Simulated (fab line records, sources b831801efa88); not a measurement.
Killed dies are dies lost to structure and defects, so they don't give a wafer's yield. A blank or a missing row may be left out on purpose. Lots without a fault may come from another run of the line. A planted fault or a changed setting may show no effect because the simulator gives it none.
A struck lot beside a sound one | flow sfq_line | 15 steps out of a route of 325
Sound: wafers L648.1, L648.4, L648.5. Struck: wafers L659.3, L659.4, L659.6. The cause comes at the end.
At each step with rows: each side's tool, then ch and its chambers, then its first start. Under that, the readings that differ: sound wafers | struck wafers | difference of the means | sigmas: that difference in standard deviations of wafers without a fault.
alike: readings whose means differ by less than 2 such deviations, and words and numbers that are the same on both sides. not compared: withheld readings, readings that some wafer has no value for, bounds like >300 that may hide the same value, and numbers for which the record gives no deviation and whose values overlap.
The two part at a step that has a row with sigmas, a row that says differs or no value, or rows on one side only. Numbers that don't overlap but have no deviation are shown without sigmas and don't part them. A reading that every wafer of one side lacks parts them only if that side has two wafers or more.

first, 1 step without rows for these wafers: SFQ_TRILAYER_M7_STRIP_SOLV_CLEAN_182 (cleans in NMP, time 600 s).
SFQ_TRILAYER_I7_DEP_PECVD_183: deposits SiO2 from SiH4/N2O, time 111.11 s, target thk 500 nm.
  sound on pecvd-04 ch 0,1, day 82 01:34; struck on pecvd-04 ch 0,1,2, day 92 09:58
  alike: heater_power_w, showerhead_vpp_V, throttle_valve_pct
SFQ_TRILAYER_I7_CMP_CMP_184: polishes SiO2.
  sound on cmp-01 ch 0,1,2, day 82 02:08; struck on cmp-01 ch 0,1, day 92 10:32
  alike: motor_current_A, time_to_endpoint_s
SFQ_I7_BOW_MEAS_946:
  sound on film_metro-04, day 82 04:38; struck on film_metro-01, day 92 13:05
  alike: I7_BOW
SFQ_TRILAYER_I7_METRO_MEASURE_185:
  sound on film_metro-04, day 82 04:46; struck on film_metro-01, day 92 13:34
  alike: thk_nm
then, 6 steps without rows for these wafers: SFQ_TRILAYER_I7_VIA_LITHO_COAT_192 (resist thk 62 nm); SFQ_TRILAYER_I7_VIA_LITHO_COAT_187 (resist thk 650 nm); SFQ_TRILAYER_I7_VIA_LITHO_SOFTBAKE_191; SFQ_TRILAYER_I7_VIA_LITHO_EXPOSE_188 (exposes mask I7, target cd 1000 nm); SFQ_TRILAYER_I7_VIA_LITHO_PEB_190 (peb time 60 s); SFQ_TRILAYER_I7_VIA_LITHO_DEVELOP_189 (time 60 s).
-- the record jumps here: 4 days lie between the struck wafers' starts before and after --
SFQ_I7_OVL_MEAS_947:
  sound on overlay-02, day 82 10:08; struck on overlay-01, day 96 07:38
  alike: I7_OVL
SFQ_TRILAYER_I7_VIA_BARC_OPEN_VIA_ETCH_260: etches BARC in O2, target depth 125 nm, time 41.7 s.
  sound on rie_diel-04 ch 0,1,2, day 82 10:11; struck on rie_diel-01 ch 1,2,3, day 96 07:39
  reading                                                 | sound             | struck            | difference | sigmas
  oes_product_au (a.u.)                                   | 0.684 0.681 0.679 | 0.820 0.816 0.818 | +0.137     | +29
  run_length_s (s)                                        | 70.6 70.5 69.9    | 60.4 60.3 60.0    | -10.1      | -25
  time_s (s)                                              | 41.7 41.7 41.7    | 29.19 29.19 29.19 | -12.51     |
  model.KrF_of_TRILAYER_I7_VIA_LITHO_COAT_187.thk_nm (nm) | 573.7 573.2 574.6 | 590.9 590 589.5   | +16.3      |
  alike: drypump_motor_current_A
  not compared: rf_hours_counter_h
SFQ_TRILAYER_I7_VIA_ETCH_VIA_ETCH_190: etches SiO2 in CHF3, stops on Nb, target depth 260 nm.
  sound on rie_diel-04 ch 0,1,2, day 82 10:13; struck on rie_diel-01 ch 1,2,3, day 96 07:41
  reading                                                 | sound             | struck            | difference | sigmas
  model.KrF_of_TRILAYER_I7_VIA_LITHO_COAT_187.thk_nm (nm) | 529.5 529.2 530.1 | 546.1 544.6 544.8 | +15.6      |
  alike: drypump_motor_current_A, oes_product_au
SFQ_TRILAYER_I7_VIA_STRIP_STRIP_191: strips in O2.
  sound on rie_metal-03 ch 0,1, day 82 10:20; struck on rie_metal-03 ch 0,1, day 96 08:01
  alike: drypump_motor_current_A, oes_product_au
  not compared: rf_hours_counter_h

WHERE THEY PART
Only at SFQ_TRILAYER_I7_VIA_BARC_OPEN_VIA_ETCH_260, within this record. Later steps at which nothing parts them and some readings are alike: SFQ_TRILAYER_I7_VIA_ETCH_VIA_ETCH_190, SFQ_TRILAYER_I7_VIA_STRIP_STRIP_191.

WHY: what the simulator had put in
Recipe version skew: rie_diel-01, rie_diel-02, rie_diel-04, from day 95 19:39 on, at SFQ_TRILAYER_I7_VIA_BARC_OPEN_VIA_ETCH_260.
